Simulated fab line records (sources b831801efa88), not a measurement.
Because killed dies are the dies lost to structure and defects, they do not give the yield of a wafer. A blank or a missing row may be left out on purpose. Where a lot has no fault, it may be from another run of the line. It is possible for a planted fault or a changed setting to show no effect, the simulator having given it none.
Chamber matching :: flow gf180mcu :: GF_PASSIVATION_CVD_02 on pecvd-01: 3 sister chambers
The step deposits Si3N4, target thk 700 nm, time 486.18 s. 6 wafers are shown with their chamber, then 9 later ones without.

EACH WAFER AND ITS CHAMBER
wafer: L090.1
chamber: 2
heater-power-w (W): 771

wafer: L090.2
chamber: 1
heater-power-w (W): 904

wafer: L090.3
chamber: 0
heater-power-w (W): 592

wafer: L090.4
chamber: 2
heater-power-w (W): 804

wafer: L090.5
chamber: 1
heater-power-w (W): 696

wafer: L090.6
chamber: 0
heater-power-w (W): 475

WAFERS WHOSE CHAMBER IS MISSING
wafer: L093.4
heater-power-w (W): 753

wafer: L093.5
heater-power-w (W): 570

wafer: L093.6
heater-power-w (W): 783

wafer: L094.1
heater-power-w (W): 567

wafer: L094.5
heater-power-w (W): 566

wafer: L094.6
heater-power-w (W): 668

wafer: L097.1
heater-power-w (W): 838

wafer: L097.3
heater-power-w (W): 553

wafer: L097.4
heater-power-w (W): 839

THE CHAMBER EACH PASSED THROUGH
wafer: L093.4
from the rows above: can't be placed: 2 or 1 or 0
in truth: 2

wafer: L093.5
from the rows above: can't be placed: 0 or 2 or 1
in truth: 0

wafer: L093.6
from the rows above: can't be placed: 2 or 1
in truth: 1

wafer: L094.1
from the rows above: can't be placed: 0 or 2
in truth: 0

wafer: L094.5
from the rows above: can't be placed: 0 or 2
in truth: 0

wafer: L094.6
from the rows above: can't be placed: 2 or 1 or 0
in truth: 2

wafer: L097.1
from the rows above: can't be placed: 1 or 2
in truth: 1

wafer: L097.3
from the rows above: 0
in truth: 0

wafer: L097.4
from the rows above: can't be placed: 1 or 2
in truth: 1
Correctly placed: 1 of 9. Not placeable from these rows: 8 (in 8, the candidates include the true chamber). Number placed wrongly: 0.
How it was worked out, from the rows above alone: a wafer's distance from a chamber is the root of the sum, over the readings, of the square of ((its reading less the chamber's mean) divided by the reading's scatter). The wafer belongs to the nearest chamber; if the next one is less than 2 further off, it can't be placed. For every chamber, the mean is computed from those of its wafers that are shown. How the scatter is found: for the shown wafers, subtract from each reading the mean of its chamber, square and add these, divide the total by (wafers less chambers), then take the root.
